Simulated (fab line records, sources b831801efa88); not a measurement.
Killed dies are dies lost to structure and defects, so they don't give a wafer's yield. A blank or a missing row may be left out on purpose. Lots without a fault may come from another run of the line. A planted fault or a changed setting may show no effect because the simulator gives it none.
Tool commonality check | flow gf180mcu | 12 lots, 36 wafers sampled

WHY IT WAS OPENED
At GF_PSD_RS_MEAS_14 the reading NSD_RS is flagged on 2 of 12 lots. Wafers without a fault read 46.14 ohm/sq, standard deviation 0.077.
Rule: a lot is flagged when every wafer of it that has a number lies more than 4 standard deviations from that mean, or none has a number. The other lots count as sound.

lot  | measured     | on            | NSD_RS (ohm/sq), wafer by wafer | flag
L110 | day 14 15:24 | film_metro-02 | 46.18 46.10 46.19               |
L111 | day 14 17:49 | film_metro-01 | 46.09 46.16 46.11               |
L112 | day 15 12:05 | film_metro-01 | 46.11 46.28 46.19               |
L116 | day 17 02:36 | film_metro-04 | 46.14 46.27 46.14               |
L115 | day 17 11:55 | film_metro-04 | 46.23 46.30 46.04               |
L117 | day 17 21:04 | film_metro-04 | 46.16 46.09 46.12               |
L118 | day 18 07:01 | film_metro-04 | 46.02 46.21 46.10               |
L120 | day 18 21:55 | film_metro-04 | 46.23 46.21 46.22               |
L121 | day 19 02:09 | film_metro-04 | 40.44 40.47 40.52               | FLAGGED
L122 | day 19 05:16 | film_metro-02 | 40.50 40.44 40.43               | FLAGGED
L126 | day 20 07:44 | film_metro-04 | 46.18 46.09 46.31               |
L132 | day 22 19:18 | film_metro-02 | 46.20 46.21 46.11               |
The numbers of the flagged lots are 40.47 ohm/sq on average: -5.67 ohm/sq against the usual, or -74 standard deviations.

WHICH TOOL RAN EACH LOT
The record holds 2 process steps before the reading, out of a route of 602 steps. In each cell: the tool, then ch and the chambers that the sampled wafers went through, then the start.
lot  | flag    | GF_HV_LDD_STRIP_10                   | GF_PSD_RTA_13
L110 |         | plasma_asher-02 ch 0,1, day 10 07:14 | rtp_anneal-01 ch 0, day 14 15:18
L111 |         | plasma_asher-01 ch 0,1, day 10 11:43 | rtp_anneal-02 ch 0, day 14 17:44
L112 |         | plasma_asher-03 ch 0,1, day 11 02:28 | rtp_anneal-02 ch 0, day 15 12:01
L116 |         | plasma_asher-03 ch 0,1, day 12 10:25 | rtp_anneal-01 ch 0, day 17 02:26
L115 |         | plasma_asher-02 ch 0,1, day 12 19:09 | rtp_anneal-02 ch 0, day 17 11:50
L117 |         | plasma_asher-03 ch 1, day 13 04:31   | rtp_anneal-01 ch 0, day 17 20:59
L118 |         | plasma_asher-02 ch 0,1, day 13 10:54 | rtp_anneal-01 ch 0, day 18 06:56
L120 |         | plasma_asher-02 ch 0,1, day 13 18:19 | rtp_anneal-02 ch 0, day 18 21:50
L121 | FLAGGED | plasma_asher-01 ch 0,1, day 14 07:05 | rtp_anneal-02 ch 0, day 19 02:03
L122 | FLAGGED | plasma_asher-01 ch 1, day 14 07:40   | rtp_anneal-02 ch 0, day 19 05:10
L126 |         | plasma_asher-02 ch 1, day 15 06:07   | rtp_anneal-01 ch 0, day 20 07:38
L132 |         | plasma_asher-01 ch 0,1, day 17 07:30 | rtp_anneal-01 ch 0, day 22 19:13
What these steps do:
- GF_HV_LDD_STRIP_10: strips in O2/N2.
- GF_PSD_RTA_13: time 20 s.
- GF_PSD_RS_MEAS_14: measures by four-point-probe.

FLAGGED OVER TOTAL, TOOL BY TOOL (the gauges that took the reading come last)
step               | tool            | lots run | flagged | share of the flagged lots | sound lots run after its first flagged lot
GF_HV_LDD_STRIP_10 | plasma_asher-01 | 4        | 2       | all                       | 1 (L132)
GF_HV_LDD_STRIP_10 | plasma_asher-02 | 5        | 0       | none                      | -
GF_HV_LDD_STRIP_10 | plasma_asher-03 | 3        | 0       | none                      | -
GF_PSD_RTA_13      | rtp_anneal-01   | 6        | 0       | none                      | -
GF_PSD_RTA_13      | rtp_anneal-02   | 6        | 2       | all                       | 0
GF_PSD_RS_MEAS_14  | film_metro-01   | 2        | 0       | none                      | -
GF_PSD_RS_MEAS_14  | film_metro-02   | 3        | 1       | some                      | 1 (L132)
GF_PSD_RS_MEAS_14  | film_metro-04   | 7        | 1       | some                      | 1 (L126)

WHAT THE TABLE ALLOWS
2 rows of the table ran every flagged lot: plasma_asher-01 at GF_HV_LDD_STRIP_10, rtp_anneal-02 at GF_PSD_RTA_13.
- plasma_asher-01 at GF_HV_LDD_STRIP_10: 2 of its 4 lots flagged. Sound lots ran on it after the first flagged one (L132), which a lasting fault on the whole tool wouldn't allow.
- rtp_anneal-02 at GF_PSD_RTA_13: 2 of its 6 lots flagged. Its last sound lot is L120 (day 18 21:50), its first flagged lot L121 (day 19 02:03): a fault that began between those two fits. Its own readings lie more than 4 standard deviations out on every wafer of the flagged lots: wafer_temp_C_max.
One tool is left: rtp_anneal-02 at GF_PSD_RTA_13.

WHAT THE SIMULATOR HAD PUT IN
Process parameter drift: rtp_anneal-02, from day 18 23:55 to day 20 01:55, at GF_PSD_RTA_13. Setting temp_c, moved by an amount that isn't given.
Lots struck among those shown: L121, L122. The rule above found the same.
